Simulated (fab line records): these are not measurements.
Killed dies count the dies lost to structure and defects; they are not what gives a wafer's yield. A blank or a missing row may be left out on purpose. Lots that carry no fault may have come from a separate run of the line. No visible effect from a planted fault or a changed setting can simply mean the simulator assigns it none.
fab line records	flow sfq_line
[record] lots = 6	wafers = 17	last_day = 85
route steps=325 shown M6@255 I6@266 M7@281 I7@296 M8@325
lots untouched by any fault: they come from a run of this same line in which no faults occurred
start_h: hours from the record's opening day to when the first of the lot's shown wafers began	wait_h: time in hours since the lot's previous step	" same as the row above	L1.1+2: a row that stands for several wafers	- no value present, or no start provided	* or withheld: withheld	< > ~ a bound
route shown NAME@n: NAME is a module with steps in the file, n the number in the route of the first one	usual: mean/standard deviation of fault-free wafers	same: alike in all rows	chamber/n: place in a boat	sites: per-site readings	_std_site: the values' standard deviation	_edge_site: outer sites' mean less inner sites'	radius_mm: for every site, how far away it sits from the centre of the wafer	mask NAME#n: copy n	behind: tool/chamber where the wafer was last shaped	hold: why the lot went on hold/how many hours it stayed there/how the hold came to an end	device: the transistor (n, p or np) that didn't switch	end of line: tests of these same wafers at the route's end	a step without rows: its recipe alone	killed: at the first sort, the dies lost to defects and structure; wafer yield is something else	map: a wafer's dies, x killed, . not, _ none there
set.NAME: the setting the step ran with; set.NAME@STEP: the setting that earlier step ran with	model.NAME: the simulator's own value behind a step, which no gauge read
a table for each step, a row for each wafer; lots at some steps of the route
services: a tool's chamber out of use, with start hour (start_h, from the record's first day; less than 0 if before it), hours out, and reason
[[steps]]
[step SFQ_TRILAYER_M6_LITHO_COAT_164]
[recipe] resist = BARC	spin_rpm = 3000	resist_thk_nm = 62
[step SFQ_TRILAYER_M6_LITHO_COAT_159]
[recipe] resist = KrF	spin_rpm = 3000	resist_thk_nm = 600
[step SFQ_TRILAYER_M6_LITHO_SOFTBAKE_163]
[recipe] temp_c = withheld	time_s = withheld	resist = KrF
[step SFQ_TRILAYER_M6_LITHO_EXPOSE_160]
[recipe] mask_id = M6	na = 0.6	source_shape = conventional	sigma_outer = 0.65	target_cd_nm = 500	dose_mj = 14.4
[step SFQ_TRILAYER_M6_LITHO_PEB_162]
[recipe] peb_temp_c = 115	peb_time_s = 60	resist = KrF
[step SFQ_TRILAYER_M6_LITHO_DEVELOP_161]
[recipe] time_s = 60	resist = KrF
[step SFQ_M6_OVL_MEAS_940]
[usual] M6_OVL = -2/5.1
lot.wafer	tool	chamber	start_h	wait_h	M6_OVL[nm]
L548.4	overlay-02	-	1682.65	0.1	-2
L548.5	"	-	"	"	7
L548.6	"	-	"	"	-1
L550.1	overlay-01	-	1692.36	0.1	-6
L550.5	"	-	"	"	-5
L550.6	"	-	"	"	-7
L551.1	overlay-02	-	1693.56	0.1	2
L551.5	"	-	"	"	1
L551.6	"	-	"	"	1
L556.3	overlay-01	-	1709.17	0.1	4
L556.5	"	-	"	"	0
L560.4	overlay-01	-	1716.50	0.1	2
L560.5	"	-	"	"	-5
L560.6	"	-	"	"	-10
L561.1	overlay-01	-	1717.68	0.1	-12
L561.3	"	-	"	"	-12
L561.6	"	-	"	"	-9
[step SFQ_TRILAYER_M6_BARC_OPEN_METAL_ETCH_206]
[recipe] mask_material = PR	chemistry = O2	target_depth_nm = 125	target = BARC	icp_w = 600	bias_w = 80	pressure_mtorr = 10	time_s = 41.7
[step SFQ_TRILAYER_M6_ETCH_METAL_ETCH_162]
[recipe] target = Nb	stop_on = SiO2	mask_material = PR	chemistry = Cl2/Ar	target_depth_nm = 240	icp_w = 600	bias_w = 80	pressure_mtorr = 10	time_s = 120
[step SFQ_TRILAYER_M6_STRIP_STRIP_163]
[recipe] gas = O2	power_w = 200	platen_temp_c = 40	overash_fraction = 0.65	chemistry = O2	pressure_mtorr = 50
[usual] drypump_motor_current_A = 5.9/0.46	oes_product_au = 0.995/0.013
[same] overash_fraction = 0.65
lot.wafer	tool	chamber	start_h	wait_h	drypump_motor_current_A	oes_product_au	rf_hours_counter_h
L548.4	rie_metal-04	0	1683.05	0.2	5.7	0.984	-
L548.5	"	0	"	"	5.7	0.973	-
L548.6	"	1	"	"	5.6	0.992	-
L550.1	rie_metal-04	1	1692.58	0.1	5.5	0.999	86
L550.5	"	0	"	"	5.7	0.975	-
L550.6	"	1	"	"	5.6	0.999	-
L551.1	rie_metal-01	0	1693.78	0.1	5.6	0.993	54
L551.5	"	1	"	"	5.3	0.969	-
L551.6	"	0	"	"	5.6	1.008	-
L556.3	rie_metal-03	1	1709.58	0.2	6.6	1.004	-
L556.5	"	0	"	"	6.2	0.990	-
L560.4	rie_metal-01	1	1716.90	0.2	5.3	0.978	-
L560.5	"	1	"	"	5.3	0.978	-
L560.6	"	0	"	"	5.6	1.014	-
L561.1	rie_metal-03	0	1717.90	0.1	6.2	0.995	73
L561.3	"	1	"	"	6.5	1.011	-
L561.6	"	1	"	"	6.5	1.001	-
[step SFQ_TRILAYER_M6_STRIP_SOLV_CLEAN_164]
[recipe] chemistry = NMP	temp_c = 70	time_s = 600
[step SFQ_TRILAYER_I6_DEP_PECVD_165]
[recipe] material = SiO2	temp_c = 150	time_s = 111.11	pressure_torr = 2.4	rf_w = 183.3	precursor = SiH4/N2O	target_thk_nm = 500
[step SFQ_TRILAYER_I6_CMP_CMP_166]
[recipe] material = SiO2	down_force_psi = 3	platen_rpm = 60	pad_velocity_m_s = 0.94248
[usual] motor_current_A = 10.0/0.55	time_to_endpoint_s = 215/8.2
lot.wafer	tool	chamber	start_h	wait_h	motor_current_A	time_to_endpoint_s	model.SiO2_of_TRILAYER_I6_DEP_PECVD_165.thk_nm
L548.4	cmp-01	3	1684.71	1.0	9.7	210	199.8
L548.5	"	1	1685.71	2.0	10.2	234	201.8
L548.6	"	2	"	"	9.9	224	199.5
L550.1	cmp-01	0	1694.93	1.5	10.8	209	199.2
L550.6	"	1	"	"	9.7	231	202.2
L550.5	"	2	"	"	9.9	213	199.1
L551.1	cmp-02	3	1696.13	1.5	9.9	216	199.3
L551.6	"	0	"	"	9.6	224	198.7
L551.5	"	1	"	"	10.1	220	197.3
L556.3	cmp-01	0	1711.73	1.5	10.1	277	303.6
L556.5	"	1	"	"	10.0	235	201
L560.4	cmp-01	2	1719.67	2.1	10.2	285	308.2
L560.5	"	3	"	"	9.7	206	200.6
L560.6	"	0	"	"	10.8	218	200.5
L561.3	cmp-02	0	1720.14	1.4	10.1	212	200.9
L561.1	"	3	1721.64	2.9	9.4	208	199.1
L561.6	"	0	"	"	9.9	214	201
[step SFQ_I6_BOW_MEAS_941]
[recipe] mode = bow
[usual] I6_BOW = 3/9.8
lot.wafer	tool	chamber	start_h	wait_h	I6_BOW[um]
L548.4	film_metro-04	-	1686.77	1.6	18
L548.5	"	-	"	"	19
L548.6	"	-	"	"	15
L550.1	film_metro-03	-	1696.43	1.0	-7
L550.5	"	-	"	"	8
L550.6	"	-	"	"	0
L551.1	film_metro-04	-	1697.63	1.0	13
L551.5	"	-	"	"	2
L551.6	"	-	"	"	33
L556.3	film_metro-03	-	1713.27	1.0	8
L556.5	"	-	"	"	1
L560.4	film_metro-03	-	1721.23	1.1	9
L560.5	"	-	"	"	-4
L560.6	"	-	"	"	3
L561.1	film_metro-02	-	1723.14	1.0	-1
L561.3	"	-	"	"	-5
L561.6	"	-	"	"	6
[step SFQ_TRILAYER_I6_METRO_MEASURE_167]
[usual] thk_nm = 199.9/1.1
lot.wafer	tool	chamber	start_h	wait_h	thk_nm
L548.4	film_metro-04	-	1687.43	0.6	199.8
L548.5	"	-	"	"	201.9
L548.6	"	-	"	"	199.6
L550.1	film_metro-03	-	1696.55	0.1	199.2
L550.5	"	-	"	"	199.0
L550.6	"	-	"	"	202.1
L551.1	film_metro-04	-	1697.75	0.1	199.3
L551.5	"	-	"	"	197.3
L551.6	"	-	"	"	198.6
L556.3	film_metro-03	-	1713.75	0.5	303.9
L556.5	"	-	"	"	201.1
L560.4	film_metro-03	-	1721.89	0.6	308.1
L560.5	"	-	"	"	200.5
L560.6	"	-	"	"	200.5
L561.1	film_metro-02	-	1723.26	0.1	199.2
L561.3	"	-	"	"	200.8
L561.6	"	-	"	"	201.0
[step SFQ_TRILAYER_I6_VIA_LITHO_COAT_174]
[recipe] resist = BARC	spin_rpm = 3000	resist_thk_nm = 62
[step SFQ_TRILAYER_I6_VIA_LITHO_COAT_169]
[recipe] resist = KrF	spin_rpm = 3000	resist_thk_nm = 650
[step SFQ_TRILAYER_I6_VIA_LITHO_SOFTBAKE_173]
[recipe] temp_c = withheld	time_s = withheld	resist = KrF
[step SFQ_TRILAYER_I6_VIA_LITHO_EXPOSE_170]
[recipe] mask_id = I6	na = 0.6	source_shape = conventional	sigma_outer = 0.65	target_cd_nm = 700	dose_mj = 21.3
[step SFQ_TRILAYER_I6_VIA_LITHO_PEB_172]
[recipe] peb_temp_c = 115	peb_time_s = 60	resist = KrF
[step SFQ_TRILAYER_I6_VIA_LITHO_DEVELOP_171]
[recipe] time_s = 60	resist = KrF
[step SFQ_I6_OVL_MEAS_942]
[usual] I6_OVL = -1/6.2
lot.wafer	tool	chamber	start_h	wait_h	I6_OVL[nm]
L548.4	overlay-02	-	1804.66	0.1	-3
L548.5	"	-	"	"	8
L548.6	"	-	"	"	2
L550.1	overlay-01	-	1814.24	0.1	-1
L550.5	"	-	"	"	-10
L550.6	"	-	"	"	-4
L551.1	overlay-01	-	1818.69	0.1	2
L551.5	"	-	"	"	-8
L551.6	"	-	"	"	-4
L556.3	overlay-01	-	1830.70	0.1	9
L556.5	"	-	"	"	9
L560.4	overlay-01	-	1840.31	0.1	7
L560.5	"	-	"	"	6
L560.6	"	-	"	"	1
L561.1	overlay-01	-	1843.89	0.1	-1
L561.3	"	-	"	"	-5
L561.6	"	-	"	"	-7
[step SFQ_TRILAYER_I6_VIA_BARC_OPEN_VIA_ETCH_235]
[recipe] mask_material = PR	chemistry = O2	target_depth_nm = 125	target = BARC	source_w = 500	bias_w = 80	pressure_mtorr = 30	time_s = 41.7
[step SFQ_TRILAYER_I6_VIA_ETCH_VIA_ETCH_172]
[recipe] target = SiO2	stop_on = Nb	mask_material = PR	taper_deg = 20	chemistry = CHF3	target_depth_nm = 260	source_w = 500	bias_w = 80	pressure_mtorr = 30	time_s = withheld
[usual] drypump_motor_current_A = 5.5/0.37	oes_product_au = 0.855/0.0052
lot.wafer	tool	chamber	start_h	wait_h	drypump_motor_current_A	oes_product_au	model.etch.depth_nm	model.I6.feature_depth_nm
L548.4	rie_diel-03	2	1804.72	0.0	6.1	0.850	199.8	199.8
L548.5	"	2	"	"	6.1	0.860	201.8	201.8
L548.6	"	3	"	"	5.1	0.851	199.5	199.5
L550.1	rie_diel-04	2	1814.32	0.0	5.2	0.858	199.2	199.2
L550.5	"	2	"	"	5.2	0.844	199.1	199.1
L550.6	"	1	"	"	5.9	0.855	202.2	202.2
L551.1	rie_diel-03	3	1818.77	0.0	5.1	0.856	199.3	199.3
L551.5	"	0	"	"	5.8	0.846	197.3	197.3
L551.6	"	1	"	"	4.8	0.848	198.7	198.7
L556.3	rie_diel-04	3	1830.77	0.0	5.4	0.980	251.8	251.8
L556.5	"	1	"	"	6.0	0.855	201	201
L560.4	rie_diel-03	2	1840.44	0.1	6.1	0.993	258.8	258.8
L560.5	"	1	"	"	4.8	0.862	200.6	200.6
L560.6	"	2	"	"	6.1	0.856	200.5	200.5
L561.1	rie_diel-01	3	1843.97	0.0	5.7	0.854	199.1	199.1
L561.3	"	2	"	"	5.4	0.863	200.9	200.9
L561.6	"	0	"	"	5.1	0.857	201	201
[step SFQ_TRILAYER_I6_VIA_STRIP_STRIP_173]
[recipe] gas = O2	power_w = 200	platen_temp_c = 40	overash_fraction = 0.65	chemistry = O2	pressure_mtorr = 50
[usual] drypump_motor_current_A = 6.0/0.44	oes_product_au = 1.003/0.0099
[same] overash_fraction = 0.65
lot.wafer	tool	chamber	start_h	wait_h	drypump_motor_current_A	oes_product_au	rf_hours_counter_h
L548.4	rie_metal-01	1	1805.03	-	5.3	0.994	-
L548.5	"	0	"	"	5.5	1.013	-
L548.6	"	1	"	"	5.3	0.996	-
L550.1	rie_metal-02	1	1814.43	-	6.2	0.999	7
L550.5	"	1	"	"	6.2	0.999	-
L550.6	"	1	"	"	6.2	0.995	-
L551.1	rie_metal-03	1	1818.88	-	6.6	1.013	18
L551.5	"	1	"	"	6.6	1.013	-
L551.6	"	0	"	"	6.2	1.002	-
L556.3	rie_metal-02	1	1831.28	-	6.2	0.995	-
L556.5	"	1	"	"	6.2	0.993	-
L560.4	rie_metal-02	1	1841.16	-	6.2	1.007	-
L560.5	"	1	"	"	6.2	1.015	-
L560.6	"	1	"	"	6.2	1.012	-
L561.1	rie_metal-03	0	1844.08	-	6.2	0.999	88
L561.3	"	0	"	"	6.2	0.997	-
L561.6	"	1	"	"	6.5	1.005	-
[step SFQ_TRILAYER_I6_VIA_STRIP_SOLV_CLEAN_174]
[recipe] chemistry = NMP	temp_c = 70	time_s = 600
[step SFQ_TRILAYER_M7_DEP_PRE_CLEAN_176]
[recipe] gas = Ar	time_s = 22.5	bias_v = 250
lot.wafer	tool	chamber	start_h	wait_h	model.SiO2_of_TRILAYER_I6_DEP_PECVD_165.thk_nm
L548.4	pvd_sputter-05	-	1805.60	0.0	192.3
L548.5	"	-	"	"	194.3
L548.6	"	-	"	"	192
L550.1	pvd_sputter-05	-	1815.80	0.0	191.7
L550.5	"	-	"	"	191.6
L550.6	"	-	"	"	194.7
L551.1	pvd_sputter-04	-	1819.65	0.0	191.8
L551.5	"	-	"	"	189.8
L551.6	"	-	"	"	191.2
L556.3	pvd_sputter-06	-	1832.25	0.0	296.1
L556.5	"	-	"	"	193.5
L560.4	pvd_sputter-06	-	1841.93	0.0	300.7
L560.5	"	-	"	"	193.1
L560.6	"	-	"	"	193
L561.1	pvd_sputter-05	-	1844.85	0.0	191.6
L561.3	"	-	"	"	193.4
L561.6	"	-	"	"	193.5
[step SFQ_TRILAYER_M7_DEP_SPUTTER_175]
[recipe] material = Nb	base_pressure_pa = 1.33e-06	chamber_pressure_pa = 0.1333	substrate_temp_c = 20	target_thk_nm = 200	power_w = 2000	time_s = 133.3
[step SFQ_M7_RS_MEAS_943]
[recipe] thk_meas_gauge = four-point-probe	reads = Nb_of_TRILAYER_M7_DEP_SPUTTER_175
[usual] M7_NB_RS = 0.892/0.013
lot.wafer	tool	chamber	start_h	wait_h	M7_NB_RS[ohm/sq]
L548.4	film_metro-03	-	1805.78	0.1	0.891
L548.5	"	-	"	"	0.889
L548.6	"	-	"	"	0.893
L550.1	film_metro-01	-	1815.92	0.0	0.919
L550.5	"	-	"	"	0.918
L550.6	"	-	"	"	0.912
L551.1	film_metro-03	-	1819.77	0.0	0.890
L551.5	"	-	"	"	0.879
L551.6	"	-	"	"	0.892
L556.3	film_metro-03	-	1832.41	0.1	0.911
L556.5	"	-	"	"	0.904
L560.4	film_metro-04	-	1842.11	0.1	0.905
L560.5	"	-	"	"	0.900
L560.6	"	-	"	"	0.902
L561.1	film_metro-04	-	1844.97	0.0	0.891
L561.3	"	-	"	"	0.902
L561.6	"	-	"	"	0.910
[step SFQ_TRILAYER_M7_LITHO_COAT_182]
[recipe] resist = BARC	spin_rpm = 3000	resist_thk_nm = 62
[step SFQ_TRILAYER_M7_LITHO_COAT_177]
[recipe] resist = KrF	spin_rpm = 3000	resist_thk_nm = 600
[step SFQ_TRILAYER_M7_LITHO_SOFTBAKE_181]
[recipe] temp_c = withheld	time_s = withheld	resist = KrF
[step SFQ_TRILAYER_M7_LITHO_EXPOSE_178]
[recipe] mask_id = M7	na = 0.6	source_shape = conventional	sigma_outer = 0.65	target_cd_nm = 500	dose_mj = 14.4
[step SFQ_TRILAYER_M7_LITHO_PEB_180]
[recipe] peb_temp_c = 115	peb_time_s = 60	resist = KrF
[step SFQ_TRILAYER_M7_LITHO_DEVELOP_179]
[recipe] time_s = 60	resist = KrF
[step SFQ_M7_OVL_MEAS_945]
[usual] M7_OVL = -4/5
lot.wafer	tool	chamber	start_h	wait_h	M7_OVL[nm]
L548.4	overlay-02	-	1843.31	0.1	-5
L548.5	"	-	"	"	-3
L548.6	"	-	"	"	-12
L550.1	overlay-02	-	1849.30	0.1	-2
L550.5	"	-	"	"	-4
L550.6	"	-	"	"	-6
L551.1	overlay-02	-	1851.70	0.1	1
L551.5	"	-	"	"	-2
L551.6	"	-	"	"	-5
L556.3	overlay-01	-	1858.91	0.1	-3
L556.5	"	-	"	"	-8
L560.4	overlay-01	-	1867.31	0.1	2
L560.5	"	-	"	"	1
L560.6	"	-	"	"	3
L561.1	overlay-01	-	1868.50	0.1	-5
L561.3	"	-	"	"	-13
L561.6	"	-	"	"	-2
[step SFQ_TRILAYER_M7_BARC_OPEN_METAL_ETCH_229]
[recipe] mask_material = PR	chemistry = O2	target_depth_nm = 125	target = BARC	icp_w = 600	bias_w = 80	pressure_mtorr = 10	time_s = 41.7
[usual] drypump_motor_current_A = 5.66/0.25	oes_product_au = 0.684/0.0045
lot.wafer	tool	chamber	start_h	wait_h	drypump_motor_current_A	oes_product_au	rf_hours_counter_h
L548.4	rie_metal-04	1	1843.35	0.0	5.55	0.685	-
L548.5	"	0	"	"	5.70	0.686	-
L548.6	"	1	"	"	5.55	0.677	-
L550.1	rie_metal-04	0	1849.33	0.0	5.71	0.692	72
L550.5	"	0	"	"	5.69	0.688	-
L550.6	"	1	"	"	5.55	0.686	-
L551.1	rie_metal-04	1	1851.73	0.0	5.55	0.692	100
L551.5	"	0	"	"	5.71	0.693	-
L551.6	"	1	"	"	5.55	0.685	-
L556.3	rie_metal-04	1	1858.95	0.0	5.56	0.688	-
L556.5	"	1	"	"	5.55	0.680	-
L560.4	rie_metal-02	0	1867.35	0.0	5.45	0.685	-
L560.5	"	0	"	"	5.45	0.696	-
L560.6	"	1	"	"	6.21	0.686	-
L561.1	rie_metal-01	0	1868.53	0.0	5.56	0.688	74
L561.3	"	0	"	"	5.56	0.688	-
L561.6	"	0	"	"	5.60	0.678	-
[step SFQ_TRILAYER_M7_ETCH_METAL_ETCH_180]
[recipe] target = Nb	stop_on = SiO2	mask_material = PR	chemistry = Cl2/Ar	target_depth_nm = 240	icp_w = 600	bias_w = 80	pressure_mtorr = 10	time_s = 120
[usual] drypump_motor_current_A = 5.67/0.25	oes_product_au = 0.893/0.0084
lot.wafer	tool	chamber	start_h	wait_h	drypump_motor_current_A	oes_product_au	rf_hours_counter_h
L548.4	rie_metal-04	1	1843.43	0.1	5.53	0.895	-
L548.5	"	0	"	"	5.70	0.896	-
L548.6	"	1	"	"	5.54	0.897	-
L550.1	rie_metal-04	0	1849.39	0.0	5.71	0.877	72
L550.5	"	0	"	"	5.68	0.874	-
L550.6	"	1	"	"	5.54	0.876	-
L551.1	rie_metal-04	1	1851.79	0.0	5.59	0.890	100
L551.5	"	0	"	"	5.70	0.895	-
L551.6	"	1	"	"	5.55	0.894	-
L556.3	rie_metal-04	1	1859.03	0.1	5.56	0.881	-
L556.5	"	1	"	"	5.56	0.885	-
L560.4	rie_metal-02	0	1867.43	0.1	5.42	0.888	-
L560.5	"	0	"	"	5.42	0.886	-
L560.6	"	1	"	"	6.21	0.887	-
L561.1	rie_metal-01	0	1868.65	0.1	5.59	0.891	75
L561.3	"	0	"	"	5.58	0.891	-
L561.6	"	0	"	"	5.57	0.884	-
[step SFQ_TRILAYER_M7_STRIP_STRIP_181]
[recipe] gas = O2	power_w = 200	platen_temp_c = 40	overash_fraction = 0.65	chemistry = O2	pressure_mtorr = 50
[step SFQ_TRILAYER_M7_STRIP_SOLV_CLEAN_182]
[recipe] chemistry = NMP	temp_c = 70	time_s = 600
[step SFQ_TRILAYER_I7_DEP_PECVD_183]
[recipe] material = SiO2	temp_c = 150	time_s = 111.11	pressure_torr = 2.4	rf_w = 183.3	precursor = SiH4/N2O	target_thk_nm = 500
[usual] heater_power_outer_w = 30/8.9	heater_power_w = 84/22	throttle_valve_pct = 24.9/1
lot.wafer	tool	chamber	start_h	wait_h	heater_power_outer_w	heater_power_w	throttle_valve_pct
L548.4	pecvd-01	1	1844.33	0.0	36	104	25.4
L548.5	"	0	"	"	18	53	25.0
L548.6	"	2	"	"	39	99	26.3
L550.1	pecvd-01	1	1850.29	0.0	43	110	25.1
L550.5	"	0	"	"	22	59	25.4
L550.6	"	2	"	"	32	91	26.6
L551.1	pecvd-01	1	1852.69	0.0	42	111	25.0
L551.5	"	2	"	"	31	89	26.6
L551.6	"	1	"	"	44	117	25.3
L556.3	pecvd-01	2	1859.89	0.0	28	88	26.7
L556.5	"	1	"	"	45	116	25.2
L560.4	pecvd-01	1	1868.33	0.0	41	111	25.2
L560.5	"	0	"	"	13	47	25.2
L560.6	"	2	"	"	30	88	26.6
L561.1	pecvd-02	1	1870.28	0.0	37	97	22.4
L561.3	"	2	"	"	35	101	23.8
L561.6	"	0	"	"	25	69	23.4
[step SFQ_M8_BOW_MEAS_951]
[recipe] mode = bow
[usual] M8_BOW = 5/11
lot.wafer	tool	chamber	start_h	wait_h	M8_BOW[um]	model.etest.i6.link_ohm
L548.4	film_metro-04	-	1940.89	0.1	23	1.859
L548.5	"	-	"	"	23	1.855
L548.6	"	-	"	"	21	1.877
L550.1	film_metro-02	-	2003.43	0.0	-7	1.913
L550.5	"	-	"	"	8	1.914
L550.6	"	-	"	"	-1	1.891
L551.1	film_metro-01	-	2010.63	0.0	13	1.857
L551.5	"	-	"	"	1	1.851
L551.6	"	-	"	"	33	1.856
L556.3	film_metro-04	-	2034.35	0.0	12	1e+06
L556.5	"	-	"	"	4	1.889
L560.4	film_metro-01	-	2045.17	0.1	12	1e+06
L560.5	"	-	"	"	-1	1.859
L560.6	"	-	"	"	5	1.88
L561.1	film_metro-01	-	2051.13	0.0	-8	1.853
L561.3	"	-	"	"	-10	1.876
L561.6	"	-	"	"	0	1.896
[[services]]
tool	chamber	start_h	hours	kind
pecvd-01	0	1660.77	8.6	repair
rie_diel-03	-	1664.08	0.5	repair
rie_diel-03	-	1680.26	2.8	pm
rie_metal-04	-	1702.26	0.6	repair
pvd_sputter-05	-	1702.45	1.7	repair
rie_metal-02	1	1702.96	3.2	repair
rie_metal-04	1	1703.46	21.6	repair
pecvd-01	0	1721.39	13.1	repair
rie_metal-04	-	1724.32	2.8	pm
pecvd-01	-	1725.04	3.1	repair
rie_metal-03	0	1726.42	20.9	repair
cmp-01	-	1734.89	0.2	repair
pecvd-01	0	1747.38	16.0	repair
rie_metal-02	-	1750.33	0.9	repair
cmp-01	-	1757.17	8.9	pm
rie_metal-04	-	1781.05	1.9	repair
cmp-01	-	1784.20	4.1	pm
rie_metal-02	1	1786.41	3.2	repair
rie_metal-04	-	1788.67	4.2	repair
pecvd-01	1	1816.46	4.5	repair
rie_diel-03	1	1819.70	4.9	repair
rie_metal-01	-	1823.46	15.6	pm
rie_metal-01	-	1839.95	2.8	pm
rie_metal-01	1	1864.18	15.2	repair
[[key]]
[first_sign] step = SFQ_TRILAYER_I6_CMP_CMP_166	reading = time_to_endpoint_s	direction = up	sigmas = 8	usual = *	struck = *
[effect] step = SFQ_TRILAYER_I6_METRO_MEASURE_167	reading = thk_nm	direction = up	sigmas = 98	usual = 199.9	struck = 306.0
[effect] step = SFQ_TRILAYER_I6_VIA_ETCH_VIA_ETCH_172	reading = oes_product_au	direction = up	sigmas = 26	usual = 0.855	struck = 0.986
[model_effect] step = SFQ_TRILAYER_I6_CMP_CMP_166	value = SiO2_of_TRILAYER_I6_DEP_PECVD_165.thk_nm	without = 200.4	struck = 305.9
[model_effect] step = SFQ_TRILAYER_I6_VIA_ETCH_VIA_ETCH_172	value = etch.depth_nm	without = 200.4	struck = 255.3
[model_effect] step = SFQ_TRILAYER_M7_DEP_PRE_CLEAN_176	value = SiO2_of_TRILAYER_I6_DEP_PECVD_165.thk_nm	without = 192.9	struck = 298.4
[model_effect] step = SFQ_M8_BOW_MEAS_951	value = etest.i6.link_ohm	without = 1.872	struck = 1e+06
met_at SFQ_TRILAYER_I6_CMP_CMP_166
struck_wafers L556.3,L560.4
onset_between 1694.93 1711.73
[fault] kind = process_parameter_drift	tool = cmp-01	chamber = -	onset_h = 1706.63	steps = SFQ_TRILAYER_I6_CMP_CMP_166	channel = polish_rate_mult	offset = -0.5	shape = step	end_h = 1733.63	scope = struck_wafers_only
